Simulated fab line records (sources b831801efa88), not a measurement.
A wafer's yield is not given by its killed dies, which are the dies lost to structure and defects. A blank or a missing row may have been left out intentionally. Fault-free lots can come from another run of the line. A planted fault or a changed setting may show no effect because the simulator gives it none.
Comparing a struck lot with a sound one / flow gf180mcu / 26 steps out of a route of 602
Sound: these wafers, L295.1, L295.3, L295.5. The struck wafers were L282.3, L282.4, L282.5. At the end, the cause is stated.
Order at every step that has rows: each side's tool, ch and its chambers, its first start. Under that, the readings that differ: sound wafers / struck wafers / difference of the means / sigmas: that difference in standard deviations of wafers without a fault.
alike: readings whose means differ by less than 2 such deviations, and words and numbers that are the same on both sides. not compared: withheld readings, readings that some wafer has no value for, bounds like >300 that may hide the same value, and numbers for which the record gives no deviation and whose values overlap.
The two part at a step that has a row with sigmas, a row that says differs or no value, or rows on one side only. When numbers do not overlap yet have no deviation, they are printed without sigmas and do not part them. Lack of a reading on every wafer of one side parts them only where that side has two or more wafers.

GF_HV_LDD_ETCHBACK_58: etches Si3N4 in CH3F/O2, stops on SiO2, time 100 s, target depth 90 nm.
  sound on rie-diel-04 ch 0,1,2, day 19 08:08; struck on rie-diel-03 ch 0,1, day 14 20:26
  alike: drypump-motor-current-A, oes-product-au, throttle-valve-pct
  not compared: rf-hours-counter-h
then, 7 steps without rows for these wafers: GF_NSD_DEHYDRATE_00 (time 60 s); GF_NSD_HMDS_01 (prime time 60 s); GF_NSD_COAT_02 (resist thk 1000 nm); GF_NSD_SOFTBAKE_03 (time 60 s); GF_NSD_EXPOSE_04 (exposes mask Nplus, target cd 400 nm); GF_NSD_PEB_05; GF_NSD_DEVELOP_06 (develop time 60 s).
GF_NSD_CD_MEAS_07: target cd 400 nm.
  struck on cd-sem-02, day 15 17:35; sound on cd-sem-02, day 20 08:25
  alike: cd-nm
GF_NSD_OVL_MEAS_08:
  struck on overlay-02, day 15 17:41; sound on overlay-02, day 20 08:32
  alike: NSD_OVL
then, 2 steps without rows for these wafers: GF_NSD_IMPLANT_09; GF_NSD_IMPLANT_10.
GF_NSD_STRIP_11: strips in O2/N2.
  sound on plasma-asher-04 ch 0,1, day 20 08:52; struck on plasma-asher-03 ch 0,1, day 15 18:02
  no value came back on the struck wafers for any of 6 readings (chamber-pressure-mTorr (mTorr), drypump-motor-current-A (A) and others); on the sound wafers chamber-pressure-mTorr (mTorr) reads 1496.8 1500.5 1501.7
reading=model.NOVOLAK_of_NSD_COAT_02.thk-nm (nm); sound=0 0 0; struck=995.6 996.3 995; difference=+995.6; sigmas=
  not compared: rf-hours-counter-h
GF_NSD_TW_MEAS_12:
  struck on film-metro-03, day 15 18:08; sound on film-metro-04, day 20 08:58
  alike: NSD_TW
then, 7 steps without rows for these wafers: GF_PSD_DEHYDRATE_00 (time 60 s); GF_PSD_HMDS_01 (prime time 60 s); GF_PSD_COAT_02 (resist thk 1000 nm); GF_PSD_SOFTBAKE_03 (time 60 s); GF_PSD_EXPOSE_04 (exposes mask Pplus, target cd 400 nm); GF_PSD_PEB_05; GF_PSD_DEVELOP_06 (develop time 60 s).
GF_PSD_CD_MEAS_07: target cd 400 nm.
  struck on cd-sem-01, day 16 15:57; sound on cd-sem-01, day 21 08:54
  alike: cd-nm
GF_PSD_OVL_MEAS_08:
  struck on overlay-01, day 16 16:02; sound on overlay-02, day 21 09:01
  alike: PSD_OVL
next, for these wafers, 1 step has no rows: GF_PSD_IMPLANT_09.
GF_PSD_STRIP_10: strips in O2/N2.
  sound on plasma-asher-03 ch 0,1, day 21 09:12; struck on plasma-asher-02 ch 0,1, day 16 16:15
reading=oes-product-au (a.u.); sound=0.586 0.597 0.585; struck=0.648 0.658 0.651; difference=+0.063; sigmas=+14
reading=strip-time-to-endpoint-s (s); sound=16.53 16.57 16.50; struck=31.39 31.40 31.37; difference=+14.85; sigmas=+99 or more
  alike: chamber-pressure-mTorr, drypump-motor-current-A, heater-power-w, platen-temp-c
  not compared: rf-hours-counter-h
GF_PSD_TW_MEAS_11:
  struck on film-metro-04, day 16 16:39; sound on film-metro-01, day 21 09:18
reading=PSD_TW; sound=3176 3180 3172; struck=30 30 30; difference=-3146; sigmas=-99 or more
  not compared: hold

WHERE THEY PART
Last at GF_PSD_TW_MEAS_11 as far as this record goes, first at GF_NSD_STRIP_11.

WHY: what the simulator had put in
Entire step skipped (plasma-asher-03, GF_NSD_STRIP_11), from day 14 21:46 onward. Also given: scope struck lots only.
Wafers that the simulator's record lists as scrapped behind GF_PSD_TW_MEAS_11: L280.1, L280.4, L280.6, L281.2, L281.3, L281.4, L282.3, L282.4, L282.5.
